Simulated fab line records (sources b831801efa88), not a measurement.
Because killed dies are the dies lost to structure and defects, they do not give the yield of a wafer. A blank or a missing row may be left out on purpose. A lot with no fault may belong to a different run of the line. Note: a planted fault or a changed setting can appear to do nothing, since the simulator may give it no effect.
Split-lot experiment    flow sky130    route with 708 steps; 5 lots, 23 wafers read

== ABOUT THE SPLIT ==
At SKY_GATE_OXIDE_IMPLANT_11, the setting dose_cm2 was moved away from the recipe's 2.6e+12 on 10 of the 23 wafers read, by -7.1% to -2.6%. For the rest of the wafers, this setting stayed at what the recipe calls for.

== FROM THE SPLIT TO THE READING: what the file shows between them, 2 steps ==
- SKY_GATE_OXIDE_WET_ETCH_12: etches SiO2 in dHF, target depth 16.8 nm, time 336 s
- SKY_GATE_OXIDE_STRIP_13: strips in O2/N2

== THE READING ==
GATE_OXIDE_TW, at SKY_GATE_OXIDE_TW_MEAS_14. A value of 223.6 with a standard deviation of 1.4 is what fault-free wafers of this fab line usually give.

wafer   tool, chamber at the split  dose_cm2 as run  against the recipe  GATE_OXIDE_TW  against lot-mates on the recipe
L075.1  implanter-03, 0             2.6e+12          recipe              223.4          -
L075.2  implanter-03, 0             2.6e+12          recipe              224.9          -
L075.3  implanter-03, 0             2.533e+12        -2.6%               223.0          -1.2
L075.4  implanter-03, 0             2.6e+12          recipe              224.4          -
L075.6  implanter-03, 0             2.533e+12        -2.6%               221.9          -2.3
L077.2  implanter-02, 0             2.6e+12          recipe              223.9          -
L077.3  implanter-02, 0             2.6e+12          recipe              224.5          -
L077.5  implanter-02, 0             2.6e+12          recipe              224.4          -
L079.1  implanter-04, 0             2.6e+12          recipe              220.8          -
L079.2  implanter-04, 0             2.415e+12        -7.1%               216.0          -4.9
L079.4  implanter-04, 0             2.415e+12        -7.1%               216.6          -4.3
L079.5  implanter-04, 0             2.415e+12        -7.1%               216.1          -4.8
L079.6  implanter-04, 0             2.6e+12          recipe              220.9          -
L081.1  implanter-03, 0             2.6e+12          recipe              223.7          -
L081.2  implanter-03, 0             2.519e+12        -3.1%               222.8          -1.8
L081.3  implanter-03, 0             2.519e+12        -3.1%               222.4          -2.2
L081.4  implanter-03, 0             2.519e+12        -3.1%               223.0          -1.6
L081.6  implanter-03, 0             2.6e+12          recipe              225.4          -
L085.1  implanter-04, 0             2.6e+12          recipe              224.5          -
L085.2  implanter-04, 0             2.6e+12          recipe              223.9          -
L085.4  implanter-04, 0             2.6e+12          recipe              224.2          -
L085.5  implanter-04, 0             2.498e+12        -3.9%               222.1          -2.1
L085.6  implanter-04, 0             2.498e+12        -3.9%               221.4          -2.8

THE FIT
A straight line over all 23 wafers: GATE_OXIDE_TW changes by +0.925 for each +1% of dose_cm2; r = +0.86; the points scatter about the line by 1.4.
The same after taking each lot's own level away (the mean of its wafers on the recipe; 23 wafers): +0.642 for each +1%; r = +0.96; scatter 0.46.
That fit puts the effect of the largest move of dose_cm2 on the reading at 4.6.
Measured against the standard deviation above, the lots' own levels, which go from 220.85 to 224.55, span 2.6 times it.
Hence the slope depends on the lot-to-lot level, as the two fits are not the same.
Check: for one of the wafers moved furthest among these (-7.1%), held out of the fit, the line's prediction against its lot-mates is -4.46. Against them it came out at -4.85.

== OTHER SPLITS ON THESE WAFERS ==
Note: prior to the reading, these wafers also went through further splits. Each is held against what the fit with the lots' levels taken away leaves over:
other split on the same wafers          wafers away from the commonest value  r with GATE_OXIDE_TW (lot level and that fit taken away)
SKY_VT_ADJUST_NCORE_EXPOSE_04 dose_mj   5                                     -0.18
SKY_VT_ADJUST_HVTR_COAT_02 spin_rpm     8                                     -0.04
SKY_VT_ADJUST_HVTR_IMPLANT_09 dose_cm2  7                                     -0.08
SKY_SONOS_TUNNEL_DEVELOP_06 dev_temp_c  10                                    -0.04
SKY_SONOS_TUNNEL_IMPLANT_09 energy_kev  8                                     -0.13
SKY_SONOS_ONO_SOFTBAKE_09 temp_c        7                                     +0.20
SKY_GATE_OXIDE_COAT_05 resist_thk_nm    5                                     -0.10

== FILE'S OWN FIT ==
GATE_OXIDE_TW changes by +0.639 for each +1% of dose_cm2, r = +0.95.
